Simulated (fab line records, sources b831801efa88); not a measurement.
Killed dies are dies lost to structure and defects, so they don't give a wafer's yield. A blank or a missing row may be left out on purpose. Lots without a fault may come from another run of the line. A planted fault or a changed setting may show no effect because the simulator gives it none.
Chamber matching | flow sky130 | SKY_PASSIVATION_CVD_00 on pecvd-01: 3 sister chambers
The step deposits SiO2, target thk 90 nm. 6 wafers are shown with their chamber, then 7 later ones without.

WAFERS WITH THEIR CHAMBER
wafer  | chamber | heater_power_w (W)
L882.5 | 1       | 676
L884.3 | 0       | 590
L884.4 | 2       | 815
L884.5 | 0       | 610
L886.2 | 1       | 761
L886.3 | 2       | 807

WAFERS WITHOUT THEIR CHAMBER
wafer  | heater_power_w (W)
L886.4 | 765
L888.1 | 609
L888.2 | 760
L888.4 | 767
L890.1 | 731
L890.2 | 601
L890.4 | 700

WHICH CHAMBER EACH WENT THROUGH
wafer  | from the rows above     | in truth
L886.4 | can't be placed: 2 or 1 | 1
L888.1 | 0                       | 0
L888.2 | can't be placed: 1 or 2 | 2
L888.4 | can't be placed: 2 or 1 | 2
L890.1 | can't be placed: 1 or 2 | 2
L890.2 | 0                       | 0
L890.4 | 1                       | 1
Placed correctly: 3 of 7. Can't be placed from these rows: 4 (the true chamber is among the candidates in 4). Placed wrongly: 0.
How it was worked out, from the rows above alone: a wafer's distance from a chamber is the root of the sum, over the readings, of the square of ((its reading less the chamber's mean) divided by the reading's scatter). The wafer belongs to the nearest chamber; if the next one is less than 2 further off, it can't be placed. A chamber's mean is the mean of its shown wafers. The scatter: the root of (the sum of the squares of (reading less its chamber's mean) over the shown wafers, divided by (wafers less chambers)).
